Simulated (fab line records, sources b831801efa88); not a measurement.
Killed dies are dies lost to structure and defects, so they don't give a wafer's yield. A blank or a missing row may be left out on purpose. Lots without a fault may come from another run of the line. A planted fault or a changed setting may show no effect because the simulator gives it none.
fab line records | flow gf180mcu
record lots=14 wafers=42 last_day=34
route steps=602 shown M4@470 V4@490
lots that met no fault: from a run of the same line without faults
start_h: hours from the record's first day to the start of the lot's first wafer shown | wait_h: hours since the lot's step before | " the same as in the row above | L1.1+2: a row that stands for several wafers | - no value, or no start given | * or withheld: withheld | < > ~ a bound
route shown NAME@n: a module of which the file shows steps, and the number in the route of the first | usual: mean/standard deviation of fault-free wafers | same: alike in all rows | chamber/n: place in a boat | sites: the reading at each site | _std_site: their standard deviation | _edge_site: outer sites' mean less inner sites' | radius_mm: how far each site lies from the wafer's centre | mask NAME#n: copy n | behind: the tool/chamber that last shaped the wafer | hold: why the lot was held/for how many hours/how that ended | device: the transistor (n, p or np) that didn't switch | end of line: the same wafers' tests at the end of the route | a step without rows: its recipe alone | killed: dies lost to structure and defects at the first sort, not the wafer's yield | map: a wafer's dies, x killed, . not, _ none there
set.NAME: the setting as run; set.NAME@STEP: as run at that earlier step | model.NAME: the simulator's own value behind a step, which no gauge read
steps of the route over a sample of lots; a table a step, a row a wafer
services: from which hour (start_h, from the record's first day; less than 0 if before it) a tool's chamber was out of use, for how many hours, and why
## steps
# step GF_M4_CD_MEAS_14
# recipe target_cd_nm=280
# usual cd_nm=280.3/1.1
# columns lot.wafer tool chamber start_h wait_h cd_nm
L251.1 cd_sem-01 - 536.68 0.1 278.9
L251.2 " - " " 279.5
L251.4 " - " " 279.0
L256.1 cd_sem-01 - 581.06 0.1 281.5
L256.5 " - " " 281.0
L256.6 " - " " 281.6
L257.1 cd_sem-01 - 592.88 0.1 280.4
L257.2 " - " " 280.0
L257.3 " - " " 280.0
L261.2 cd_sem-01 - 621.43 0.1 280.4
L261.3 " - " " 279.5
L261.6 " - " " 279.9
L263.2 cd_sem-01 - 637.90 0.1 281.0
L263.4 " - " " 279.9
L263.6 " - " " 279.1
L266.1 cd_sem-02 - 656.13 0.1 281.1
L266.4 " - " " 279.6
L266.5 " - " " 280.1
L267.1 cd_sem-02 - 660.23 0.1 281.8
L267.2 " - " " 281.1
L267.6 " - " " 279.6
L268.4 cd_sem-01 - 666.92 0.1 281.3
L268.5 " - " " 281.2
L268.6 " - " " 281.0
L269.1 cd_sem-02 - 672.43 0.1 279.7
L269.3 " - " " 280.9
L269.6 " - " " 280.0
L270.3 cd_sem-01 - 679.27 0.1 278.7
L270.4 " - " " 278.6
L270.5 " - " " 279.6
L271.2 cd_sem-01 - 683.55 0.2 281.5
L271.4 " - " " 282.1
L271.5 " - " " 281.9
L272.2 cd_sem-01 - 690.85 0.1 279.5
L272.5 " - " " 280.1
L272.6 " - " " 280.7
L273.1 cd_sem-02 - 699.31 0.1 281.0
L273.3 " - " " 281.5
L273.4 " - " " 283.0
L274.4 cd_sem-01 - 700.59 0.1 279.9
L274.5 " - " " 279.9
L274.6 " - " " 279.8
# step GF_V4_CD_MEAS_14
# recipe target_cd_nm=260
# usual cd_nm=260.0/1.2
# columns lot.wafer tool chamber start_h wait_h cd_nm
L251.1 cd_sem-01 - 560.32 0.1 262.3
L251.2 " - " " 260.7
L251.4 " - " " 262.5
L256.1 cd_sem-02 - 603.83 0.1 261.0
L256.5 " - " " 259.9
L256.6 " - " " 260.5
L257.1 cd_sem-01 - 615.02 0.1 260.6
L257.2 " - " " 259.8
L257.3 " - " " 260.9
L261.2 cd_sem-02 - 642.80 0.1 259.9
L261.3 " - " " 258.6
L261.6 " - " " 258.2
L263.2 cd_sem-02 - 658.90 0.1 261.2
L263.4 " - " " 259.2
L263.6 " - " " 260.7
L266.1 cd_sem-02 - 676.33 0.1 260.1
L266.4 " - " " 260.9
L266.5 " - " " 261.9
L267.1 cd_sem-01 - 680.97 0.1 259.7
L267.2 " - " " 259.5
L267.6 " - " " 258.7
L268.4 cd_sem-02 - 687.46 0.2 260.1
L268.5 " - " " 261.1
L268.6 " - " " 260.0
L269.1 cd_sem-02 - 692.98 0.1 256.3
L269.3 " - " " 258.5
L269.6 " - " " 257.6
L270.3 cd_sem-02 - 700.01 0.1 260.5
L270.4 " - " " 261.1
L270.5 " - " " 261.0
L271.2 cd_sem-02 - 704.35 0.1 261.3
L271.4 " - " " 261.4
L271.5 " - " " 261.2
L272.2 cd_sem-02 - 710.75 0.1 258.5
L272.5 " - " " 259.2
L272.6 " - " " 258.7
L273.1 cd_sem-02 - 717.98 0.1 259.2
L273.3 " - " " 259.8
L273.4 " - " " 259.7
L274.4 cd_sem-01 - 719.99 0.1 261.4
L274.5 " - " " 262.2
L274.6 " - " " 261.9
# step GF_V4_STRIP_18
# recipe chemistry=O2/N2 power_w=1400 pressure_mtorr=1500 platen_temp_c=250 o2_flow_sccm=3000 n2_flow_sccm=300 overash_fraction=0.5
# usual chamber_pressure_mTorr=1500.2/1.5 drypump_motor_current_A=5.8/0.52 heater_power_w=337/22 oes_product_au=0.594/0.0051
# columns lot.wafer tool chamber start_h wait_h chamber_pressure_mTorr drypump_motor_current_A heater_power_w oes_product_au rf_hours_counter_h
L251.1 plasma_asher-04 1 560.61 - 1500.0 5.9 332 0.594 83
L251.2 " 0 " " 1499.0 6.3 360 0.588 83
L251.4 " 1 " " 1500.1 5.9 336 0.588 -
L256.1 plasma_asher-04 0 604.12 - - - - - -
L256.5 " 0 " " - - - - -
L256.6 " 1 " " - - - - -
L257.1 plasma_asher-01 1 615.31 - - - - - -
L257.2 " 0 " " - - - - -
L257.3 " 1 " " - - - - -
L261.2 plasma_asher-04 0 643.07 - 1500.4 6.3 349 0.594 90
L261.3 " 0 " " 1499.6 6.3 347 0.599 -
L261.6 " 1 " " 1498.2 6.0 345 0.591 -
L263.2 plasma_asher-01 1 659.16 - 1503.4 5.0 355 0.593 25
L263.4 " 1 " " 1500.0 5.0 354 0.595 -
L263.6 " 0 " " 1503.3 5.6 303 0.593 -
L266.1 plasma_asher-02 1 676.61 - 1501.6 6.6 365 0.599 94
L266.4 " 0 " " 1502.7 5.4 306 0.588 -
L266.5 " 0 " " 1500.2 5.4 309 0.594 -
L267.1 plasma_asher-04 1 681.26 - 1500.6 5.9 336 0.593 93
L267.2 " 0 " " 1499.4 6.3 354 0.592 93
L267.6 " 1 " " 1501.1 6.0 337 0.589 -
L268.4 plasma_asher-01 1 687.72 - 1498.7 5.0 349 0.589 -
L268.5 " 1 " " 1499.2 5.0 356 0.595 -
L268.6 " 0 " " 1498.8 5.6 314 0.587 -
L269.1 plasma_asher-02 1 693.26 - 1499.7 6.6 356 0.590 95
L269.3 " 0 " " 1501.2 5.5 312 0.592 -
L269.6 " 0 " " 1500.7 5.5 315 0.598 -
L270.3 plasma_asher-02 0 700.29 - 1501.1 5.4 311 0.599 -
L270.4 " 1 " " 1501.2 6.6 364 0.589 -
L270.5 " 0 " " 1497.9 5.4 312 0.592 -
L271.2 plasma_asher-04 0 704.61 - 1498.0 6.3 347 0.592 96
L271.4 " 0 " " 1500.6 6.3 350 0.590 -
L271.5 " 0 " " 1500.8 6.3 356 0.606 -
L272.2 plasma_asher-04 0 711.01 - 1501.6 6.3 353 0.584 97
L272.5 " 1 " " 1499.2 6.0 339 0.586 -
L272.6 " 0 " " 1499.4 6.3 346 0.593 -
L273.1 plasma_asher-04 1 718.27 - 1502.5 6.0 332 0.591 97
L273.3 " 1 " " 1501.3 5.9 335 0.586 -
L273.4 " 0 " " 1500.5 6.3 347 0.593 -
L274.4 plasma_asher-01 0 720.25 - 1497.5 5.6 311 0.596 -
L274.5 " 0 " " 1498.1 5.6 309 0.596 -
L274.6 " 1 " " 1500.4 5.0 353 0.589 -
# step GF_V4_CMP_26
# recipe stop_on=SiO2 down_force_psi=3.5 platen_rpm=60 t_overpolish_s=15 target_thk_nm=0 pad_velocity_m_s=0.94248
# usual motor_current_A=10.4/0.94 overpolish_run_s=14.999/0.01 platen_rpm=60.00/0.04 time_to_endpoint_s=87/4.8
# columns lot.wafer tool chamber start_h wait_h motor_current_A overpolish_run_s platen_rpm time_to_endpoint_s
L251.4 cmp-02 1 561.59 0.1 9.2 14.991 59.99 91
L251.2 " 2 " " 10.8 14.998 60.02 90
L251.1 " 3 " " 9.0 14.985 60.00 86
L256.1 cmp-02 2 605.05 0.1 10.7 15.006 59.96 91
L256.6 " 2 " " 10.3 15.000 60.00 88
L256.5 " 3 " " 9.0 15.013 60.02 85
L257.1 cmp-01 0 616.29 0.1 10.0 14.968 60.01 82
L257.3 " 1 " " 10.4 15.001 59.99 84
L257.2 " 3 " " 10.8 15.002 60.01 88
L261.2 cmp-02 3 644.11 0.0 9.6 15.006 60.10 81
L261.3 " 2 " " 10.1 14.997 59.98 88
L261.6 " 3 " " 9.3 14.984 60.05 82
L263.2 cmp-02 3 660.13 0.1 8.7 14.982 60.10 82
L263.4 " 2 " " 9.9 14.979 59.95 85
L263.6 " 0 " " 11.6 15.005 60.02 96
L266.1 cmp-01 3 677.64 0.1 10.7 15.001 60.01 85
L266.4 " 0 " " 10.1 15.007 59.99 81
L266.5 " 2 " " 12.1 14.989 60.07 82
L267.1 cmp-01 1 682.29 0.1 10.9 14.998 60.01 82
L267.2 " 2 " " 11.1 15.017 59.99 86
L267.6 " 0 " " 10.2 15.001 60.01 87
L268.4 cmp-02 0 688.75 0.1 12.1 15.018 60.01 94
L268.5 " 2 " " 9.9 15.023 60.04 87
L268.6 " 3 " " 9.5 15.009 59.99 87
L269.3 cmp-01 3 694.28 0.1 11.1 15.000 60.06 87
L269.1 " 0 " " 10.3 15.001 60.01 81
L269.6 " 2 " " 11.7 14.993 60.06 80
L270.3 cmp-01 0 701.20 0.0 10.2 14.983 59.94 85
L270.4 " 3 " " 11.1 14.992 59.97 87
L270.5 " 1 " " 10.6 14.990 60.03 82
L271.4 cmp-01 0 705.54 0.0 10.2 14.981 60.01 85
L271.2 " 2 " " 11.7 15.002 59.99 82
L271.5 " 0 " " 10.0 14.995 59.99 86
L272.2 cmp-02 0 711.99 0.1 11.8 14.991 60.03 94
L272.6 " 3 " " 9.2 14.996 60.01 85
L272.5 " 0 " " 12.3 14.997 60.00 92
L273.3 cmp-01 1 719.19 0.0 10.8 14.987 60.03 83
L273.4 " 2 " " 12.6 15.003 59.97 83
L273.1 " 3 " " 11.1 14.994 60.03 91
L274.4 cmp-02 1 721.19 0.1 9.7 14.988 59.97 87
L274.5 " 0 " " 11.5 14.975 59.99 92
L274.6 " 1 " " 9.2 15.007 59.99 84
## services
# columns tool chamber start_h hours kind
cmp-02 - 575.65 10.0 pm
cmp-01 - 602.98 4.0 pm
cmp-01 - 606.98 - consumable_replace:conditioner
cmp-01 - 606.98 - consumable_replace:pad
cmp-02 - 607.50 1.4 repair
plasma_asher-04 - 614.19 14.6 pm
plasma_asher-02 - 634.29 4.3 pm
cmp-01 - 637.96 8.0 pm
plasma_asher-01 - 666.75 0.5 repair
cmp-01 - 672.08 5.1 pm
cmp-02 - 679.00 1.1 repair
plasma_asher-02 - 680.62 3.0 repair
## key
first_sign step=GF_V4_STRIP_18 reading=tool_record direction=missing
effect none on later readings
met_at GF_V4_STRIP_18
struck_lots L256,L257
later_rows_left_out L256.1,L256.5,L256.6,L257.1,L257.2,L257.3
sort_left_out L256.1,L256.5,L256.6,L257.1,L257.2,L257.3
not_acting_at GF_M4_CD_MEAS_14,GF_V4_CD_MEAS_14,GF_V4_CMP_26
onset_between 560.61 604.12
fault kind=skipped_step_whole tool=plasma_asher-01,plasma_asher-04 chamber=- onset_h=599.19 steps=GF_V4_STRIP_18 scope=struck_lots_only
# sort_left_out: the simulated sort isn't trusted on such a fault, so these wafers' sort isn't shown, and their yield isn't known
# later_rows_left_out: the simulator's readings of these wafers behind a module that went badly wrong aren't trusted and aren't shown, but for the sort
